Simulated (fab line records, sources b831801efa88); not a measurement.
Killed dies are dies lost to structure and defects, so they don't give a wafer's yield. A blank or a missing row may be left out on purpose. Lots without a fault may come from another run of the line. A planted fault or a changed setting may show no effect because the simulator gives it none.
Chamber matching | flow sky130 | SKY_CAP2M_CVD_00 on pecvd-04: 3 sister chambers
The step deposits SiO2, target thk 15.5 nm. 3 wafers are shown with their chamber, then 7 later ones without.

WAFERS WITH THEIR CHAMBER
wafer  | chamber | heater_power_w (W)
L088.4 | 2       | 686
L088.6 | 1       | 775
L090.4 | 0       | 615

WAFERS WITHOUT THEIR CHAMBER
wafer  | heater_power_w (W)
L090.5 | 636
L095.1 | 677
L095.5 | 692
L095.6 | 749
L097.2 | 665
L097.4 | 807
L097.5 | 689

WHICH CHAMBER EACH WENT THROUGH
wafer  | from the rows above     | in truth
L090.5 | can't be placed: 0 or 2 | 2
L095.1 | 2                       | 2
L095.5 | 2                       | 2
L095.6 | can't be placed: 1 or 2 | 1
L097.2 | can't be placed: 2 or 0 | 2
L097.4 | 1                       | 1
L097.5 | 2                       | 2
Placed correctly: 4 of 7. Can't be placed from these rows: 3 (the true chamber is among the candidates in 3). Placed wrongly: 0.
How it was worked out, from the rows above alone: a wafer's distance from a chamber is the root of the sum, over the readings, of the square of ((its reading less the chamber's mean) divided by the reading's scatter). The wafer belongs to the nearest chamber; if the next one is less than 2 further off, it can't be placed. A chamber's mean is the mean of its shown wafers. The scatter: with one shown wafer a chamber, the root of the mean of the squares of how far each hidden wafer lies from its nearest shown one.
